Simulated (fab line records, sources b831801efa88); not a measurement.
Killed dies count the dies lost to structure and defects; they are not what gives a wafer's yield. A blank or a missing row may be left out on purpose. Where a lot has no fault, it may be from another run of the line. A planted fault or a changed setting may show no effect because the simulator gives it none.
Split-lot trial || flow sky130 || 5 lots, 23 wafers read, on a route of 708 steps

SPLIT DETAILS
At SKY_VT_ADJUST_HVTP_COAT_02 (resist thk 1140 nm), the setting spin rpm was moved away from the recipe's 3000 rpm on 4 of the 23 wafers read, by -6.7% to +2.7%. The other wafers ran this setting at the recipe's value.

Reading taken at the split's own step.

THE READING
NOVOLAK_of_VT_ADJUST_HVTP_COAT_02.thk nm (the simulator's own value, which no gauge read), in nm, at SKY_VT_ADJUST_HVTP_COAT_02 (resist thk 1140 nm). No usual value for it is given in the file. Average 1141 nm, standard deviation 2.9 nm, over the 19 wafers here run with the recipe.

{"wafer": "L074.1", "tool, chamber at the split": "litho track-01, 0", "spin rpm as run, rpm": 3000, "against the recipe": "recipe", "NOVOLAK_of_VT_ADJUST_HVTP_COAT_02.thk nm, nm": 1138, "against lot-mates on the recipe": "-"}
{"wafer": "L074.2", "tool, chamber at the split": "litho track-01, 0", "spin rpm as run, rpm": 3000, "against the recipe": "recipe", "NOVOLAK_of_VT_ADJUST_HVTP_COAT_02.thk nm, nm": 1141, "against lot-mates on the recipe": "-"}
{"wafer": "L074.3", "tool, chamber at the split": "litho track-01, 0", "spin rpm as run, rpm": 3000, "against the recipe": "recipe", "NOVOLAK_of_VT_ADJUST_HVTP_COAT_02.thk nm, nm": 1141, "against lot-mates on the recipe": "-"}
{"wafer": "L074.5", "tool, chamber at the split": "litho track-01, 0", "spin rpm as run, rpm": 3000, "against the recipe": "recipe", "NOVOLAK_of_VT_ADJUST_HVTP_COAT_02.thk nm, nm": 1141, "against lot-mates on the recipe": "-"}
{"wafer": "L074.6", "tool, chamber at the split": "litho track-01, 0", "spin rpm as run, rpm": 3000, "against the recipe": "recipe", "NOVOLAK_of_VT_ADJUST_HVTP_COAT_02.thk nm, nm": 1144, "against lot-mates on the recipe": "-"}
{"wafer": "L075.1", "tool, chamber at the split": "litho track-01, 0", "spin rpm as run, rpm": 3000, "against the recipe": "recipe", "NOVOLAK_of_VT_ADJUST_HVTP_COAT_02.thk nm, nm": 1146, "against lot-mates on the recipe": "-"}
{"wafer": "L075.3", "tool, chamber at the split": "litho track-01, 0", "spin rpm as run, rpm": 3000, "against the recipe": "recipe", "NOVOLAK_of_VT_ADJUST_HVTP_COAT_02.thk nm, nm": 1145, "against lot-mates on the recipe": "-"}
{"wafer": "L075.4", "tool, chamber at the split": "litho track-01, 0", "spin rpm as run, rpm": 3082, "against the recipe": "+2.7%", "NOVOLAK_of_VT_ADJUST_HVTP_COAT_02.thk nm, nm": 1132, "against lot-mates on the recipe": -12}
{"wafer": "L075.5", "tool, chamber at the split": "litho track-01, 0", "spin rpm as run, rpm": 3000, "against the recipe": "recipe", "NOVOLAK_of_VT_ADJUST_HVTP_COAT_02.thk nm, nm": 1142, "against lot-mates on the recipe": "-"}
{"wafer": "L075.6", "tool, chamber at the split": "litho track-01, 0", "spin rpm as run, rpm": 3082, "against the recipe": "+2.7%", "NOVOLAK_of_VT_ADJUST_HVTP_COAT_02.thk nm, nm": 1129, "against lot-mates on the recipe": -15}
{"wafer": "L077.1", "tool, chamber at the split": "litho track-02, 0", "spin rpm as run, rpm": 2800, "against the recipe": "-6.7%", "NOVOLAK_of_VT_ADJUST_HVTP_COAT_02.thk nm, nm": 1173, "against lot-mates on the recipe": "+37"}
{"wafer": "L077.2", "tool, chamber at the split": "litho track-02, 0", "spin rpm as run, rpm": 2800, "against the recipe": "-6.7%", "NOVOLAK_of_VT_ADJUST_HVTP_COAT_02.thk nm, nm": 1179, "against lot-mates on the recipe": "+43"}
{"wafer": "L077.4", "tool, chamber at the split": "litho track-02, 0", "spin rpm as run, rpm": 3000, "against the recipe": "recipe", "NOVOLAK_of_VT_ADJUST_HVTP_COAT_02.thk nm, nm": 1137, "against lot-mates on the recipe": "-"}
{"wafer": "L077.5", "tool, chamber at the split": "litho track-02, 0", "spin rpm as run, rpm": 3000, "against the recipe": "recipe", "NOVOLAK_of_VT_ADJUST_HVTP_COAT_02.thk nm, nm": 1135, "against lot-mates on the recipe": "-"}
{"wafer": "L077.6", "tool, chamber at the split": "litho track-02, 0", "spin rpm as run, rpm": 3000, "against the recipe": "recipe", "NOVOLAK_of_VT_ADJUST_HVTP_COAT_02.thk nm, nm": 1135, "against lot-mates on the recipe": "-"}
{"wafer": "L081.1", "tool, chamber at the split": "litho track-01, 0", "spin rpm as run, rpm": 3000, "against the recipe": "recipe", "NOVOLAK_of_VT_ADJUST_HVTP_COAT_02.thk nm, nm": 1141, "against lot-mates on the recipe": "-"}
{"wafer": "L081.3", "tool, chamber at the split": "litho track-01, 0", "spin rpm as run, rpm": 3000, "against the recipe": "recipe", "NOVOLAK_of_VT_ADJUST_HVTP_COAT_02.thk nm, nm": 1144, "against lot-mates on the recipe": "-"}
{"wafer": "L081.4", "tool, chamber at the split": "litho track-01, 0", "spin rpm as run, rpm": 3000, "against the recipe": "recipe", "NOVOLAK_of_VT_ADJUST_HVTP_COAT_02.thk nm, nm": 1142, "against lot-mates on the recipe": "-"}
{"wafer": "L085.1", "tool, chamber at the split": "litho track-03, 0", "spin rpm as run, rpm": 3000, "against the recipe": "recipe", "NOVOLAK_of_VT_ADJUST_HVTP_COAT_02.thk nm, nm": 1139, "against lot-mates on the recipe": "-"}
{"wafer": "L085.2", "tool, chamber at the split": "litho track-03, 0", "spin rpm as run, rpm": 3000, "against the recipe": "recipe", "NOVOLAK_of_VT_ADJUST_HVTP_COAT_02.thk nm, nm": 1139, "against lot-mates on the recipe": "-"}
{"wafer": "L085.3", "tool, chamber at the split": "litho track-03, 0", "spin rpm as run, rpm": 3000, "against the recipe": "recipe", "NOVOLAK_of_VT_ADJUST_HVTP_COAT_02.thk nm, nm": 1140, "against lot-mates on the recipe": "-"}
{"wafer": "L085.5", "tool, chamber at the split": "litho track-03, 0", "spin rpm as run, rpm": 3000, "against the recipe": "recipe", "NOVOLAK_of_VT_ADJUST_HVTP_COAT_02.thk nm, nm": 1140, "against lot-mates on the recipe": "-"}
{"wafer": "L085.4", "tool, chamber at the split": "litho track-03, 0", "spin rpm as run, rpm": 3000, "against the recipe": "recipe", "NOVOLAK_of_VT_ADJUST_HVTP_COAT_02.thk nm, nm": 1141, "against lot-mates on the recipe": "-"}

THE FIT
A straight line over all 23 wafers: NOVOLAK_of_VT_ADJUST_HVTP_COAT_02.thk nm changes by -5.04 nm for each +1% of spin rpm; r = -0.96; the points scatter about the line by 3.2 nm.
The same after taking each lot's own level away (the mean of its wafers on the recipe; 23 wafers): -5.89 nm for each +1%; r = -0.99; scatter 1.8 nm.
That fit puts the effect of the largest move of spin rpm on the reading at 39 nm.
Measured against the standard deviation above, the lots' own levels, which go from 1135.7 to 1144.3 nm, span 2.9 times it.
In other words, the slope is changed by the lot-to-lot level; the two fits disagree.
Check: +41.2 nm against its lot-mates is what the line predicts for one of the wafers moved furthest among these (-6.7%) when that wafer is left out of the fit. It came out at +37.3 nm against them.

FURTHER SPLITS ON THESE WAFERS
Other splits were also applied to these wafers ahead of the reading. Each is held against what the fit with the lots' levels taken away leaves over:
{"other split on the same wafers": "SKY_FIELD_ISO_DEVELOP_12 dev temp c", "wafers away from the commonest value": 7, "r with NOVOLAK_of_VT_ADJUST_HVTP_COAT_02.thk nm (lot level and that fit taken away)": "+0.14"}
{"other split on the same wafers": "SKY_FIELD_ISO_OXIDATION_22 ox time s", "wafers away from the commonest value": 15, "r with NOVOLAK_of_VT_ADJUST_HVTP_COAT_02.thk nm (lot level and that fit taken away)": -0.18}
{"other split on the same wafers": "SKY_DNWELL_SOFTBAKE_03 temp c", "wafers away from the commonest value": 6, "r with NOVOLAK_of_VT_ADJUST_HVTP_COAT_02.thk nm (lot level and that fit taken away)": -0.04}
{"other split on the same wafers": "SKY_NWELL_COAT_05 resist thk nm", "wafers away from the commonest value": 7, "r with NOVOLAK_of_VT_ADJUST_HVTP_COAT_02.thk nm (lot level and that fit taken away)": -0.12}
{"other split on the same wafers": "SKY_NWELL_IMPLANT_11 dose cm2", "wafers away from the commonest value": 5, "r with NOVOLAK_of_VT_ADJUST_HVTP_COAT_02.thk nm (lot level and that fit taken away)": -0.25}
{"other split on the same wafers": "SKY_NWELL_IMPLANT_24 energy kev", "wafers away from the commonest value": 8, "r with NOVOLAK_of_VT_ADJUST_HVTP_COAT_02.thk nm (lot level and that fit taken away)": -0.02}

THE WHOLE CHAIN: every reading that the file lists as answering this split, in the file's order
{"step": "SKY_VT_ADJUST_HVTP_COAT_02", "what it does": "resist thk 1140 nm", "reading": "NOVOLAK_of_VT_ADJUST_HVTP_COAT_02.thk nm (the simulator's own value, which no gauge read)", "change (the file's fit)": "-5.89 nm for each +1% of the setting", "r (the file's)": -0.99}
{"step": "SKY_VT_ADJUST_HVTP_STRIP_10", "what it does": "strips in O2/N2", "reading": "strip time to endpoint s", "change (the file's fit)": "withheld for each +1% of the setting", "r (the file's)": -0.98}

THE FILE'S OWN FIT
NOVOLAK_of_VT_ADJUST_HVTP_COAT_02.thk nm changes by -5.89 nm for each +1% of spin rpm, r = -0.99.
